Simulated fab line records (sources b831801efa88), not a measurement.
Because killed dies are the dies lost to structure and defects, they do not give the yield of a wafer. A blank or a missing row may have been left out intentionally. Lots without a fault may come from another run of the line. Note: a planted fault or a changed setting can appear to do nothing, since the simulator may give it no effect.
Which tool was responsible? :: flow sky130 :: 11 lots, 33 wafers sampled, at 1 step of a route of 708

## WHAT THE GAUGES READ, wafer by wafer
SKY_VT_ADJUST_HVTP_TW_MEAS_11.
lot: L656
measured: day 6 05:26
on: film_metro-02
VT_ADJUST_HVTP_TW: 1357 1356 1356

lot: L657
measured: day 6 09:56
on: film_metro-02
VT_ADJUST_HVTP_TW: 1355 1352 1366

lot: L658
measured: day 6 14:32
on: film_metro-01
VT_ADJUST_HVTP_TW: 1363 1368 1366

lot: L659
measured: day 6 20:07
on: film_metro-04
VT_ADJUST_HVTP_TW: 1336 1336 1340

lot: L660
measured: day 7 04:40
on: film_metro-02
VT_ADJUST_HVTP_TW: 1353 1352 1352

lot: L662
measured: day 7 14:47
on: film_metro-01
VT_ADJUST_HVTP_TW: 1372 1371 1363

lot: L670
measured: day 9 21:15
on: film_metro-04
VT_ADJUST_HVTP_TW: 1337 1341 1345

lot: L672
measured: day 10 13:22
on: film_metro-02
VT_ADJUST_HVTP_TW: 1377 1364 1363

lot: L674
measured: day 10 20:46
on: film_metro-01
VT_ADJUST_HVTP_TW: 1361 1367 1361

lot: L677
measured: day 12 01:44
on: film_metro-01
VT_ADJUST_HVTP_TW: 1362 1359 1359

lot: L679
measured: day 12 08:38
on: film_metro-02
VT_ADJUST_HVTP_TW: 1368 1362 1363

## WHAT TOOL EACH LOT RAN ON (gives the tool, then ch and the chambers of the sampled wafers, and finally the start)
Before these readings, the record contains no process step.

## AS READ BY THE TOOLS THEMSELVES (means over the sampled wafers that have a number; for cases with no such wafer, the mark the record gives instead)
The record holds no such reading with a usual standard deviation.

## THE ANSWER, worked out from the rows above alone
Rule: usual is defined by the lots themselves. Put in order of their means at a reading, lots are off if they are a third of the lots or fewer, leave a main group of 4 or more, and stand apart from it by a gap of 3 or more times the standard deviation of the main group's means; of several such gaps the widest counts. The tables above print the reading to a certain number of digits; a main group whose means all agree to those digits is not used. Also off: a lot with no number at a reading for which 4 or more lots have one. Any other lot the step has rows for is counted as sound. After the gauges, taken in route order, come the tools' own readings; for these a lot's mean is taken, as printed above. The first step at which some lot is off is used, and at that step the reading that is off furthest; a lot without a number counts as furthest.
None of the lots is off at any reading shown; this tells nothing.

## WHAT THE SIMULATOR HAD PUT IN
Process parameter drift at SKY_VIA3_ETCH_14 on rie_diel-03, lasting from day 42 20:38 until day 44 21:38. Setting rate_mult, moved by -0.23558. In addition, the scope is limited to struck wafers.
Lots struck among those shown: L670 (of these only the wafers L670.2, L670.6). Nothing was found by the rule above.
